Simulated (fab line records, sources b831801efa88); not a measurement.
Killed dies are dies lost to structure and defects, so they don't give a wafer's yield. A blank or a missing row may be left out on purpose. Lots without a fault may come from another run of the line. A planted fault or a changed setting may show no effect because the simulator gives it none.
fab line records | flow sky130
record lots=24 wafers=72 last_day=50
route steps=708 shown FIELD_ISO@3 POLY_CUT@319 SD_N@350 VIA1@460 VIA2@530 VIA4@659
lots that met no fault: from a run of the same line without faults
start_h: hours from the record's first day to the start of the lot's first wafer shown | wait_h: hours since the lot's step before | " the same as in the row above | L1.1+2: a row that stands for several wafers | - no value, or no start given | * or withheld: withheld | < > ~ a bound
route shown NAME@n: a module of which the file shows steps, and the number in the route of the first | usual: mean/standard deviation of fault-free wafers | same: alike in all rows | chamber/n: place in a boat | sites: the reading at each site | _std_site: their standard deviation | _edge_site: outer sites' mean less inner sites' | radius_mm: how far each site lies from the wafer's centre | mask NAME#n: copy n | behind: the tool/chamber that last shaped the wafer | hold: why the lot was held/for how many hours/how that ended | device: the transistor (n, p or np) that didn't switch | end of line: the same wafers' tests at the end of the route | a step without rows: its recipe alone | killed: dies lost to structure and defects at the first sort, not the wafer's yield | map: a wafer's dies, x killed, . not, _ none there
set.NAME: the setting as run; set.NAME@STEP: as run at that earlier step | model.NAME: the simulator's own value behind a step, which no gauge read
steps of the route over a sample of lots; a table a step, a row a wafer
services: from which hour (start_h, from the record's first day; less than 0 if before it) a tool's chamber was out of use, for how many hours, and why
## steps
# step SKY_FIELD_ISO_THK_MEAS_02
# recipe reads=SiO2_of_FIELD_ISO_OXIDATION_01
# usual FIELD_ISO_OXIDATION_00_THK=12.04/0.21
# columns lot.wafer tool chamber start_h wait_h FIELD_ISO_OXIDATION_00_THK[nm]
L074.1 film_metro-02 - 11.63 0.0 11.74
L074.3 " - " " 11.75
L074.6 " - " " 11.56
L075.1 film_metro-02 - 17.69 0.0 12.39
L075.3 " - " " 12.23
L075.6 " - " " 12.39
L076.1 film_metro-02 - 23.83 0.0 12.35
L076.3 " - " " 12.37
L076.4 " - " " 12.40
L077.1 film_metro-03 - 28.08 0.0 12.07
L077.2 " - " " 12.10
L077.5 " - " " 11.97
L078.1 film_metro-02 - 34.05 0.0 12.32
L078.3 " - " " 12.21
L078.6 " - " " 12.20
L079.3 film_metro-03 - 36.93 0.0 12.38
L079.4 " - " " 12.11
L079.5 " - " " 12.27
L080.2 film_metro-03 - 41.65 0.0 11.72
L080.3 " - " " 11.76
L080.4 " - " " 11.76
L081.1 film_metro-02 - 48.26 0.0 11.78
L081.2 " - " " 12.06
L081.6 " - " " 11.96
L082.1 film_metro-04 - 51.63 0.0 12.50
L082.2 " - " " 12.31
L082.3 " - " " 12.38
L083.3 film_metro-02 - 56.65 0.0 11.76
L083.4 " - " " 11.98
L083.5 " - " " 12.02
L084.4 film_metro-04 - 62.28 0.0 11.71
L084.5 " - " " 11.71
L084.6 " - " " 12.07
L085.1 film_metro-02 - 71.27 0.0 11.92
L085.3 " - " " 11.84
L085.6 " - " " 11.80
L086.3 film_metro-03 - 73.98 0.0 11.96
L086.4 " - " " 11.82
L086.6 " - " " 12.14
L087.1 film_metro-02 - 77.69 0.0 12.03
L087.3 " - " " 12.20
L087.6 " - " " 12.42
L088.1 film_metro-03 - 81.63 0.0 12.11
L088.3 " - " " 12.34
L088.4 " - " " 12.00
L089.3 film_metro-02 - 87.39 0.0 11.86
L089.4 " - " " 12.14
L089.5 " - " " 12.04
L090.1 film_metro-04 - 91.63 0.0 12.16
L090.2 " - " " 11.95
L090.3 " - " " 11.95
L091.3 film_metro-02 - 97.08 0.0 11.84
L091.5 " - " " 11.74
L091.6 " - " " 11.86
L092.2 film_metro-03 - 106.37 0.0 12.45
L092.3 " - " " 12.10
L092.4 " - " " 12.32
L093.2 film_metro-02 - 109.85 0.0 12.04
L093.5 " - " " 11.91
L093.6 " - " " 11.97
L094.1 film_metro-02 - 114.24 0.0 12.19
L094.4 " - " " 12.08
L094.5 " - " " 12.01
L095.2 film_metro-02 - 118.51 0.0 12.01
L095.4 " - " " 11.80
L095.5 " - " " 12.15
L096.1 film_metro-02 - 122.60 0.0 12.09
L096.5 " - " " 12.08
L096.6 " - " " 12.14
L097.3 film_metro-02 - 128.31 0.0 11.94
L097.4 " - " " 11.92
L097.6 " - " " 11.94
# step SKY_POLY_CUT_STRIP_12
# recipe chemistry=O2/N2 power_w=1400 pressure_mtorr=1500 platen_temp_c=withheld o2_flow_sccm=3000 n2_flow_sccm=300 overash_fraction=0.5
# usual drypump_motor_current_A=5.7/0.47 oes_product_au=0.452/0.0044 strip_time_to_endpoint_s=5.358/0.017
# columns lot.wafer tool chamber start_h wait_h drypump_motor_current_A oes_product_au rf_hours_counter_h strip_time_to_endpoint_s
L074.1 plasma_asher-03 1 557.39 0.0 5.1 0.450 43 5.363
L074.3 " 1 " " 5.1 0.455 - 5.361
L074.6 " 1 " " 5.1 0.454 - 5.359
L075.1 plasma_asher-01 0 559.89 0.0 5.3 0.452 13 5.367
L075.3 " 0 " " 5.3 0.453 - 5.355
L075.6 " 1 " " 6.1 0.456 - 5.360
L076.1 plasma_asher-04 0 578.22 0.0 5.3 0.443 84 5.351
L076.3 " 1 " " 6.4 0.452 - 5.337
L076.4 " 0 " " 5.3 0.450 - 5.327
L077.1 plasma_asher-01 1 592.04 0.0 6.1 0.453 16 5.352
L077.2 " 0 " " 5.3 0.453 16 5.326
L077.5 " 1 " " 6.1 0.452 - 5.372
L078.1 plasma_asher-04 1 593.91 0.0 6.4 0.453 86 5.379
L078.3 " 1 " " 6.4 0.449 - 5.356
L078.6 " 1 " " 6.5 0.452 - 5.373
L079.3 plasma_asher-01 1 609.00 0.1 6.1 0.452 - 5.346
L079.4 " 0 " " 5.3 0.459 - 5.337
L079.5 " 1 " " 6.1 0.456 - 5.342
L080.2 plasma_asher-03 0 617.46 0.0 5.6 0.454 47 5.363
L080.3 " 1 " " 5.1 0.456 - 5.355
L080.4 " 0 " " 5.6 0.446 - 5.347
L081.1 plasma_asher-01 0 633.56 0.0 5.3 0.449 20 5.351
L081.2 " 1 " " 6.1 0.451 20 5.348
L081.6 " 0 " " 5.3 0.458 - 5.360
L082.1 plasma_asher-04 1 633.67 0.0 6.4 0.458 90 5.340
L082.2 " 0 " " 5.3 0.453 90 5.335
L082.3 " 1 " " 6.4 0.454 - 5.335
L083.3 plasma_asher-04 0 643.27 0.1 5.3 0.447 - 5.353
L083.4 " 1 " " 6.4 0.450 - 5.380
L083.5 " 0 " " 5.3 0.447 - 5.399
L084.4 plasma_asher-04 1 649.90 0.0 6.4 0.460 - 5.371
L084.5 " 0 " " 5.3 0.449 - 5.353
L084.6 " 1 " " 6.4 0.453 - 5.369
L085.1 plasma_asher-01 0 661.06 0.0 5.3 0.452 23 5.323
L085.3 " 0 " " 5.3 0.461 - 5.353
L085.6 " 1 " " 6.1 0.457 - 5.370
L086.3 plasma_asher-03 1 675.70 0.1 5.1 0.449 - 5.356
L086.4 " 0 " " 5.6 0.458 - 5.338
L086.6 " 0 " " 5.6 0.448 - 5.343
L087.1 plasma_asher-03 1 676.87 0.0 5.1 0.453 54 5.365
L087.3 " 1 " " 5.1 0.449 - 5.399
L087.6 " 1 " " 5.1 0.452 - 5.366
L088.1 plasma_asher-03 0 692.11 0.0 5.6 0.458 55 5.356
L088.3 " 1 " " 5.1 0.446 - 5.363
L088.4 " 0 " " 5.6 0.451 - 5.385
L090.1 plasma_asher-03 0 699.66 0.0 5.6 0.457 56 5.359
L090.2 " 1 " " 5.1 0.448 56 5.370
L090.3 " 1 " " 5.1 0.459 - 5.343
L089.3 plasma_asher-01 0 701.77 0.1 5.4 0.459 - 5.350
L089.4 " 1 " " 6.1 0.458 - 5.354
L089.5 " 0 " " 5.4 0.450 - 5.378
L091.3 plasma_asher-04 1 703.32 0.1 6.4 0.454 - 5.353
L091.5 " 1 " " 6.4 0.455 - 5.353
L091.6 " 0 " " 5.3 0.452 - 5.364
L092.2 plasma_asher-04 1 714.44 0.0 6.4 0.460 98 5.396
L092.3 " 1 " " 6.4 0.449 - 5.382
L092.4 " 0 " " 5.3 0.452 - 5.379
L093.2 plasma_asher-03 1 718.79 0.0 5.1 0.454 58 5.388
L093.5 " 0 " " 5.6 0.448 - 5.364
L093.6 " 1 " " 5.1 0.457 - 5.403
L095.2 plasma_asher-01 1 731.49 0.0 6.1 0.458 30 5.343
L095.4 " 0 " " 5.3 0.453 - 5.332
L095.5 " 1 " " 6.1 0.455 - 5.321
L094.1 plasma_asher-01 1 739.74 0.0 6.1 0.443 31 5.344
L094.4 " 0 " " 5.4 0.450 - 5.353
L094.5 " 0 " " 5.4 0.445 - 5.343
L097.3 plasma_asher-04 1 745.96 0.1 6.4 0.448 - 5.403
L097.4 " 0 " " 5.3 0.453 - 5.348
L097.6 " 0 " " 5.3 0.451 - 5.349
L096.1 plasma_asher-04 1 747.02 0.0 6.4 0.452 0 5.351
L096.5 " 0 " " 5.3 0.454 - 5.384
L096.6 " 1 " " 6.4 0.451 - 5.355
# step SKY_SD_N_OVL_MEAS_08
# usual SD_N_OVL=-0.4/1.5
# columns lot.wafer tool chamber start_h wait_h SD_N_OVL[nm]
L074.1 overlay-01 - 644.49 0.1 -0.3
L074.3 " - " " -1.8
L074.6 " - " " -0.7
L075.1 overlay-02 - 647.70 0.1 0.8
L075.3 " - " " -0.7
L075.6 " - " " 1.2
L076.1 overlay-01 - 665.45 0.1 -2.2
L076.3 " - " " -1.4
L076.4 " - " " -3.4
L077.1 overlay-01 - 678.99 0.1 1.7
L077.2 " - " " 1.2
L077.5 " - " " 2.4
L078.1 overlay-02 - 681.35 0.1 -0.8
L078.3 " - " " -2.4
L078.6 " - " " 0.1
L079.3 overlay-02 - 694.85 0.1 -0.1
L079.4 " - " " -1.0
L079.5 " - " " 1.1
L080.2 overlay-02 - 702.74 0.1 -0.6
L080.3 " - " " -1.2
L080.4 " - " " -1.2
L081.1 overlay-02 - 719.34 0.1 1.3
L081.2 " - " " -0.1
L081.6 " - " " 0.8
L082.1 overlay-02 - 719.57 0.1 -1.3
L082.2 " - " " 0.9
L082.3 " - " " -1.3
L083.3 overlay-02 - 726.73 0.1 -3.0
L083.4 " - " " -1.4
L083.5 " - " " 0.0
L084.4 overlay-01 - 734.46 0.1 -1.0
L084.5 " - " " -1.9
L084.6 " - " " -1.7
L085.1 overlay-02 - 746.74 0.1 0.6
L085.3 " - " " -0.1
L085.6 " - " " 1.6
L086.3 overlay-02 - 760.27 0.1 1.2
L086.4 " - " " 0.1
L086.6 " - " " 0.4
L087.1 overlay-02 - 760.85 0.1 3.0
L087.3 " - " " -0.9
L087.6 " - " " 3.4
L088.1 overlay-02 - 776.55 0.1 -2.6
L088.3 " - " " -3.8
L088.4 " - " " -3.5
L090.1 overlay-01 - 780.90 0.1 -0.4
L090.2 " - " " -2.3
L090.3 " - " " 0.4
L089.3 overlay-02 - 782.02 0.1 -1.5
L089.4 " - " " -1.5
L089.5 " - " " -2.2
L091.3 overlay-02 - 785.37 0.1 1.5
L091.5 " - " " 1.0
L091.6 " - " " -1.2
L092.2 overlay-01 - 795.27 0.1 -1.5
L092.3 " - " " 0.4
L092.4 " - " " -0.1
L093.2 overlay-02 - 800.21 0.1 -0.2
L093.5 " - " " -0.1
L093.6 " - " " -1.3
L095.2 overlay-02 - 811.69 0.1 1.3
L095.4 " - " " -0.4
L095.5 " - " " 1.4
L094.1 overlay-02 - 819.52 0.1 -1.0
L094.4 " - " " -2.4
L094.5 " - " " -2.6
L097.3 overlay-01 - 825.68 0.1 -3.3
L097.4 " - " " -1.6
L097.6 " - " " 0.7
L096.1 overlay-02 - 826.54 0.1 1.1
L096.5 " - " " 1.7
L096.6 " - " " 2.1
# step SKY_VIA1_CMP_02
# recipe material=SiO2 down_force_psi=4 platen_rpm=60 pad_velocity_m_s=0.94248
# usual head_pressure_psi=3.999/0.0091 motor_current_A=11.6/1.3
# columns lot.wafer tool chamber start_h wait_h head_pressure_psi motor_current_A
L074.1 cmp-02 2 764.11 0.1 4.003 13.4
L074.3 " 1 " " 3.995 11.7
L074.6 " 2 " " 4.001 14.1
L075.1 cmp-02 3 767.94 0.1 4.005 12.3
L075.3 " 2 " " 3.992 13.4
L075.6 " 0 " " 4.004 10.1
L076.4 cmp-01 0 783.99 0.1 4.007 12.9
L076.1 " 1 " " 3.988 9.9
L076.3 " 2 " " 3.993 9.9
L077.1 cmp-02 1 796.06 0.1 3.991 11.1
L077.2 " 3 " " 3.974 13.1
L077.5 " 1 " " 3.997 11.2
L078.3 cmp-02 0 799.04 0.1 4.007 10.5
L078.1 " 1 " " 3.996 11.1
L078.6 " 3 " " 3.982 12.8
L079.4 cmp-01 3 811.24 0.0 3.994 11.5
L079.3 " 2 " " 4.004 10.2
L079.5 " 0 " " 3.996 12.4
L080.3 cmp-01 1 819.10 0.1 4.000 9.6
L080.4 " 2 " " 3.997 10.3
L080.2 " 3 " " 3.994 11.5
L081.2 cmp-02 1 833.90 0.0 4.011 10.8
L081.1 " 2 " " 4.016 13.3
L081.6 " 2 " " 4.006 14.2
L082.3 cmp-02 0 835.69 0.0 3.995 10.7
L082.1 " 1 " " 3.996 11.1
L082.2 " 2 " " 3.999 13.8
L083.4 cmp-01 3 840.95 0.0 4.008 11.9
L083.3 " 0 " " 4.004 12.1
L083.5 " 3 " " 3.996 11.9
L084.4 cmp-02 1 848.87 0.0 4.005 11.0
L084.6 " 1 " " 3.996 11.4
L084.5 " 2 " " 3.997 13.5
L085.1 cmp-01 1 858.81 0.1 4.000 9.7
L085.3 " 2 " " 4.007 10.3
L085.6 " 3 " " 4.025 11.9
L086.3 cmp-01 3 873.35 0.0 3.999 11.4
L086.4 " 1 " " 4.000 9.7
L086.6 " 3 " " 4.002 11.3
L087.3 cmp-02 2 873.70 0.0 3.990 14.0
L087.1 " 0 " " 4.007 10.4
L087.6 " 2 " " 3.988 13.8
L088.3 cmp-01 1 888.00 0.1 4.011 9.5
L088.4 " 2 " " 3.994 10.1
L088.1 " 3 " " 4.013 11.1
L090.3 cmp-02 2 892.45 0.0 3.999 14.1
L090.1 " 3 " " 3.985 13.1
L090.2 " 1 " " 4.000 12.0
L089.3 cmp-02 3 893.87 0.1 3.999 12.4
L089.4 " 0 " " 3.998 10.1
L089.5 " 2 " " 3.997 13.0
L091.3 cmp-01 1 897.04 0.1 3.994 9.8
L091.5 " 3 " " 4.009 11.7
L091.6 " 0 " " 3.991 12.4
L092.2 cmp-01 3 908.34 0.1 3.988 11.4
L092.4 " 0 " " 4.007 13.0
L092.3 " 1 " " 4.015 9.3
L093.2 cmp-02 0 912.25 0.1 4.016 10.3
L093.6 " 2 " " 3.999 13.6
L093.5 " 3 " " 4.002 12.9
L095.4 cmp-01 1 921.79 0.8 4.005 9.5
L095.2 " 2 " " 4.000 10.3
L095.5 " 1 " " 4.025 9.6
L094.1 cmp-01 2 928.95 0.1 3.989 10.1
L094.4 " 0 " " 4.001 12.2
L094.5 " 2 " " 3.982 9.4
L097.4 cmp-02 3 935.97 0.0 3.997 12.5
L097.3 " 2 " " 3.987 13.7
L097.6 " 0 " " 3.997 10.3
L096.1 cmp-01 1 937.11 0.1 4.009 10.0
L096.5 " 3 " " 4.018 11.9
L096.6 " 0 " " 3.983 12.4
# step SKY_VIA2_THK_MEAS_23
# recipe thk_meas_gauge=xrf reads=W_of_VIA2_CVD_21
# usual VIA2_W_THK=416/5.6
# columns lot.wafer tool chamber start_h wait_h VIA2_W_THK[nm]
L074.1 film_metro-04 - 847.99 0.1 424
L074.3 " - " " 428
L074.6 " - " " 426
L075.1 film_metro-03 - 852.02 0.1 409
L075.3 " - " " 408
L075.6 " - " " 411
L076.1 film_metro-04 - 867.37 0.1 416
L076.3 " - " " 416
L076.4 " - " " 419
L077.1 film_metro-03 - 880.01 0.1 414
L077.2 " - " " 407
L077.5 " - " " 408
L078.1 film_metro-03 - 881.44 0.1 409
L078.3 " - " " 417
L078.6 " - " " 409
L079.3 film_metro-03 - 893.48 0.1 420
L079.4 " - " " 408
L079.5 " - " " 414
L080.2 film_metro-03 - 901.63 0.1 419
L080.3 " - " " 421
L080.4 " - " " 410
L081.1 film_metro-03 - 915.22 0.1 424
L081.2 " - " " 418
L081.6 " - " " 420
L082.1 film_metro-04 - 918.09 0.1 420
L082.2 " - " " 419
L082.3 " - " " 407
L083.3 film_metro-03 - 922.36 0.1 426
L083.4 " - " " 420
L083.5 " - " " 418
L084.4 film_metro-02 - 930.19 0.1 420
L084.5 " - " " 419
L084.6 " - " " 422
L085.1 film_metro-03 - 939.17 0.1 425
L085.3 " - " " 422
L085.6 " - " " 424
L086.3 film_metro-04 - 951.65 0.1 416
L086.4 " - " " 416
L086.6 " - " " 413
L087.1 film_metro-02 - 951.85 0.1 413
L087.3 " - " " 412
L087.6 " - " " 408
L088.1 film_metro-04 - 967.48 0.1 417
L088.3 " - " " 418
L088.4 " - " " 414
L090.1 film_metro-03 - 971.08 0.1 413
L090.2 " - " " 419
L090.3 " - " " 415
L089.3 film_metro-04 - 972.30 0.1 411
L089.4 " - " " 410
L089.5 " - " " 407
L091.3 film_metro-02 - 974.18 0.1 420
L091.5 " - " " 420
L091.6 " - " " 417
L092.2 film_metro-04 - 986.95 0.1 423
L092.3 " - " " 413
L092.4 " - " " 414
L093.2 film_metro-03 - 988.80 0.1 415
L093.5 " - " " 414
L093.6 " - " " 417
L095.2 film_metro-02 - 1001.59 0.1 412
L095.4 " - " " 411
L095.5 " - " " 412
L094.1 film_metro-03 - 1006.09 0.1 414
L094.4 " - " " 405
L094.5 " - " " 413
L097.3 film_metro-03 - 1013.09 0.1 418
L097.4 " - " " 415
L097.6 " - " " 416
L096.1 film_metro-04 - 1013.77 0.1 422
L096.5 " - " " 428
L096.6 " - " " 431
# step SKY_VIA4_THK_MEAS_20
# recipe thk_meas_gauge=xrf reads=W_of_VIA4_CVD_18
# usual VIA4_W_THK=500/6.6
# columns lot.wafer tool chamber start_h wait_h VIA4_W_THK[nm]
L074.1 film_metro-04 - 1003.81 0.1 494
L074.3 " - " " 501
L074.6 " - " " 495
L075.1 film_metro-02 - 1006.35 0.1 493
L075.3 " - " " 486
L075.6 " - " " 487
L076.1 film_metro-03 - 1021.94 0.1 496
L076.3 " - " " 497
L076.4 " - " " 493
L077.1 film_metro-02 - 1031.56 0.1 487
L077.2 " - " " 491
L077.5 " - " " 497
L078.1 film_metro-03 - 1035.18 0.1 503
L078.3 " - " " 496
L078.6 " - " " 500
L079.3 film_metro-04 - 1043.98 0.1 506
L079.4 " - " " 493
L079.5 " - " " 495
L080.2 film_metro-02 - 1050.49 0.1 497
L080.3 " - " " 509
L080.4 " - " " 501
L081.1 film_metro-03 - 1063.89 0.1 495
L081.2 " - " " 514
L081.6 " - " " 499
L082.1 film_metro-03 - 1064.89 0.1 500
L082.2 " - " " 502
L082.3 " - " " 501
L083.3 film_metro-03 - 1070.35 0.1 505
L083.4 " - " " 494
L083.5 " - " " 510
L084.4 film_metro-03 - 1075.61 0.1 500
L084.5 " - " " 499
L084.6 " - " " 504
L085.1 film_metro-04 - 1080.28 0.1 500
L085.3 " - " " 503
L085.6 " - " " 499
L086.3 film_metro-04 - 1092.65 0.1 507
L086.4 " - " " 509
L086.6 " - " " 514
L087.1 film_metro-04 - 1093.27 0.1 496
L087.3 " - " " 512
L087.6 " - " " 502
L088.1 film_metro-04 - 1106.73 0.1 508
L088.3 " - " " 504
L088.4 " - " " 506
L090.1 film_metro-02 - 1109.71 0.1 501
L090.2 " - " " 496
L090.3 " - " " 499
L089.3 film_metro-04 - 1112.34 0.1 505
L089.4 " - " " 496
L089.5 " - " " 510
L091.3 film_metro-04 - 1115.84 0.1 505
L091.5 " - " " 508
L091.6 " - " " 512
L092.2 film_metro-03 - 1122.59 0.1 495
L092.3 " - " " 501
L092.4 " - " " 504
L093.2 film_metro-02 - 1125.09 0.1 497
L093.5 " - " " 503
L093.6 " - " " 484
L095.2 film_metro-03 - 1135.74 0.1 509
L095.4 " - " " 507
L095.5 " - " " 502
L094.1 film_metro-02 - 1140.36 0.1 493
L094.4 " - " " 498
L094.5 " - " " 501
L097.3 film_metro-03 - 1145.07 0.1 508
L097.4 " - " " 504
L097.6 " - " " 506
L096.1 film_metro-04 - 1146.73 0.1 498
L096.5 " - " " 499
L096.6 " - " " 495
## services
# columns tool chamber start_h hours kind
cmp-01 - 534.25 3.3 repair
cmp-02 - 546.25 8.0 pm
cmp-01 - 572.00 4.0 pm
cmp-01 - 574.96 1.0 repair
cmp-01 - 587.61 4.2 repair
cmp-01 - 597.77 4.2 repair
cmp-01 - 609.65 1.4 repair
cmp-01 - 615.18 0.7 repair
cmp-01 - 662.92 0.3 repair
cmp-02 - 669.94 4.4 pm
cmp-02 - 691.95 0.4 repair
cmp-02 - 722.96 15.3 repair
cmp-02 - 738.29 6.2 pm
cmp-02 - 748.54 4.0 pm
cmp-02 - 759.53 2.6 repair
cmp-01 - 762.41 21.0 pm
cmp-01 - 792.25 5.1 pm
cmp-01 - 798.81 1.1 repair
cmp-01 - 848.83 0.5 repair
cmp-01 - 871.80 1.1 repair
cmp-01 - 898.04 2.2 repair
cmp-01 - 911.34 2.5 repair
cmp-01 - 913.86 4.0 pm
cmp-02 - 917.86 5.5 pm
## key
fault none
